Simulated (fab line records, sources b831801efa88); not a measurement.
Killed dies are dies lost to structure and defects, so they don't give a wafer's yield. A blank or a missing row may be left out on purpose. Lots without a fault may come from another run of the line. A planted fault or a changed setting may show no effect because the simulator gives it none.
A struck lot beside a sound one | flow sky130 | 35 steps out of a route of 708
Sound: wafers L270.3, L270.4, L270.5. Struck: wafer L274.2. (L274.4, L274.5 of the same lot were not struck and are left out.) The cause comes at the end.
At each step with rows: each side's tool, then ch and its chambers, then its first start. Under that, the readings that differ: sound wafers | struck wafers | difference of the means | sigmas: that difference in standard deviations of wafers without a fault.
alike: readings whose means differ by less than 2 such deviations, and words and numbers that are the same on both sides. not compared: withheld readings, readings that some wafer has no value for, bounds like >300 that may hide the same value, and numbers for which the record gives no deviation and whose values overlap.
The two part at a step that has a row with sigmas, a row that says differs or no value, or rows on one side only. Numbers that don't overlap but have no deviation are shown without sigmas and don't part them. A reading that every wafer of one side lacks parts them only if that side has two wafers or more.

first, 4 steps without rows for these wafers: SKY_METAL5_SOFTBAKE_10 (time 60 s); SKY_METAL5_EXPOSE_11 (exposes mask MM5, target cd 1600 nm); SKY_METAL5_PEB_12; SKY_METAL5_DEVELOP_13 (develop time 60 s).
SKY_METAL5_DESCUM_14: chemistry O2, time 11 s.
  sound on rie_metal-03 ch 0,1, day 46 04:45; struck on rie_metal-01 ch 0, day 47 02:23
  reading                     | sound       | struck | difference                   | sigmas
  drypump_motor_current_A (A) | 4.7 5.6 4.7 | 6.0    | +1.0                         | +2
  rf_hours_counter_h (h)      | - - -       | 21     | no value on the sound wafers |
  alike: oes_product_au, rf_fwd_power_W
SKY_METAL5_METAL_ETCH_15: etches the open film in Cl2/BCl3, stops on SiO2, target depth 1260 nm, time 252 s.
  sound on rie_metal-03 ch 0,1, day 46 04:52; struck on rie_metal-01 ch 0, day 47 02:26
  reading                | sound | struck | difference                   | sigmas
  rf_hours_counter_h (h) | - - - | 21     | no value on the sound wafers |
  alike: drypump_motor_current_A, oes_product_au, rf_fwd_power_W, throttle_valve_pct
SKY_METAL5_STRIP_16: strips in O2/N2.
  sound on plasma_asher-01 ch 0,1, day 46 05:03; struck on plasma_asher-01 ch 0, day 47 02:40
  reading                | sound | struck | difference                   | sigmas
  rf_hours_counter_h (h) | - - - | 33     | no value on the sound wafers |
  alike: drypump_motor_current_A, oes_product_au, strip_time_to_endpoint_s
then, 3 steps without rows for these wafers: SKY_METAL5_STRIP_17 (strips in post etch residue remover, time 1200 s); SKY_METAL5_CLEAN_18 (cleans in IPA, time 180 s); SKY_METAL5_CLEAN_19 (cleans in O3/DIW).
SKY_PASSIVATION_CVD_00: deposits SiO2, target thk 90 nm.
  sound on pecvd-03 ch 0,2, day 46 05:40; struck on pecvd-04 ch 0, day 47 03:15
  alike: heater_power_outer_w, heater_power_w, rf_fwd_power_W
SKY_PASSIVATION_THK_MEAS_01:
  sound on film_metro-02, day 46 05:43; struck on film_metro-03, day 47 03:17
  alike: PASSIVATION_CVD_00_THK
SKY_PASSIVATION_CVD_02: deposits Si3N4, target thk 540 nm.
  sound on pecvd-02 ch 1,2, day 46 05:46; struck on pecvd-02 ch 1, day 47 03:20
  reading                                       | sound             | struck | difference | sigmas
  rf_fwd_power_W (W)                            | 451.8 449.9 450.9 | 269.4  | -181.5     | -99 or more
  model.Si3N4_of_PASSIVATION_CVD_02.thk_nm (nm) | 537.3 545.7 543.9 | 453.7  | -88.6      |
  alike: heater_power_outer_w, heater_power_w
SKY_PASSIVATION_THK_MEAS_03:
  sound on film_metro-03, day 46 06:00; struck on film_metro-03, day 47 03:34
  reading                     | sound       | struck | difference | sigmas
  PASSIVATION_CVD_02_THK (nm) | 537 546 544 | 454    | -88        | -12
then, 7 steps without rows for these wafers: SKY_PASSIVATION_DEHYDRATE_04 (time 60 s); SKY_PASSIVATION_HMDS_05 (prime time 60 s); SKY_PASSIVATION_COAT_06 (resist thk 3000 nm); SKY_PASSIVATION_SOFTBAKE_07; SKY_PASSIVATION_EXPOSE_08 (exposes mask NSM, target cd 3000 nm); SKY_PASSIVATION_PEB_09; SKY_PASSIVATION_DEVELOP_10 (develop time 60 s).
SKY_PASSIVATION_ETCH_11: etches the open film in CF4/O2, stops on AlCu, target depth 725 nm, time 161.1 s.
  sound on rie_diel-01 ch 0,2,3, day 47 02:05; struck on rie_diel-02 ch 1, day 47 22:55
  reading                                 | sound             | struck | difference | sigmas
  oes_product_au (a.u.)                   | 0.974 0.978 0.983 | 0.912  | -0.066     | -9
  model.etch.depth_nm (nm)                | 701.8 708.5 709.1 | 619.3  | -87.2      |
  model.PASSIVATION.feature_depth_nm (nm) | 701.8 708.5 709.1 | 619.3  | -87.2      |
  alike: O2_flow_sccm, drypump_motor_current_A, rf_fwd_power_W, throttle_valve_pct
  not compared: rf_hours_counter_h
SKY_PASSIVATION_STRIP_12: strips in O2/N2.
  sound on plasma_asher-04 ch 0,1, day 47 02:14; struck on plasma_asher-04 ch 0, day 47 23:05
  reading                | sound | struck | difference                   | sigmas
  rf_hours_counter_h (h) | - - - | 71     | no value on the sound wafers |
  alike: drypump_motor_current_A, oes_product_au, strip_time_to_endpoint_s
then, 7 steps without rows for these wafers: SKY_PAD_OPEN_DEHYDRATE_00 (time 60 s); SKY_PAD_OPEN_HMDS_01 (prime time 60 s); SKY_PAD_OPEN_COAT_02 (resist thk 3000 nm); SKY_PAD_OPEN_SOFTBAKE_03; SKY_PAD_OPEN_EXPOSE_04 (exposes mask PDM, target cd 60000 nm); SKY_PAD_OPEN_PEB_05; SKY_PAD_OPEN_DEVELOP_06 (develop time 60 s).
SKY_PAD_OPEN_ETCH_07: etches the open film in CF4/O2, stops on AlCu, target depth 725 nm, time 161.1 s.
  sound on rie_diel-04 ch 0,1, day 47 21:35; struck on rie_diel-03 ch 3, day 48 17:35
  reading                              | sound             | struck | difference | sigmas
  oes_product_au (a.u.)                | 0.964 0.985 0.974 | 0.908  | -0.066     | -9
  throttle_valve_pct (%)               | 5.981 5.956 5.962 | 5.949  | -0.017     | -2
  model.etch.depth_nm (nm)             | 701.8 706.7 709.1 | 619.3  | -86.6      |
  model.PAD_OPEN.feature_depth_nm (nm) | 701.8 706.7 709.1 | 619.3  | -86.6      |
  alike: O2_flow_sccm, drypump_motor_current_A, rf_fwd_power_W
  not compared: rf_hours_counter_h
then, 1 step without rows for these wafers: SKY_PAD_OPEN_STRIP_08 (strips in O2/N2).
SKY_PAD_OPEN_STRIP_09: strips in post etch residue remover, time 1200 s.
  sound on wet_bench-03 ch 3, day 47 21:48; struck on wet_bench-04 ch 0, day 48 17:47
  reading                                       | sound           | struck | difference | sigmas
  model.Si3N4_of_PASSIVATION_CVD_02.thk_nm (nm) | 537 545.4 543.5 | 453.4  | -88.6      |
  alike: bath_heat_duty_pct
then, 1 step without rows for these wafers: SKY_PAD_OPEN_CLEAN_10 (cleans in IPA, time 180 s).
SKY_PAD_OPEN_PROBE_99:
  sound on prober-01, day 48 00:01; struck on prober-01, day 48 19:58
  reading            | sound    | struck | difference | sigmas
  killed_at_M0_to_M3 | 42 34 48 | 56     | +15        | +2
  alike: defect_limited_yield, killed_at_M4_up, killed_at_contacts, killed_at_front_end, killed_at_other, killed_dies, killed_on_rim, killed_open, killed_short, sort_bin_3_pad_short, sort_bin_5_function, sort_bin_6_memory, sort_n_pass, sort_yield_pct

WHERE THEY PART
First at SKY_METAL5_DESCUM_14; last, within this record, at SKY_PAD_OPEN_PROBE_99.

WHY: what the simulator had put in
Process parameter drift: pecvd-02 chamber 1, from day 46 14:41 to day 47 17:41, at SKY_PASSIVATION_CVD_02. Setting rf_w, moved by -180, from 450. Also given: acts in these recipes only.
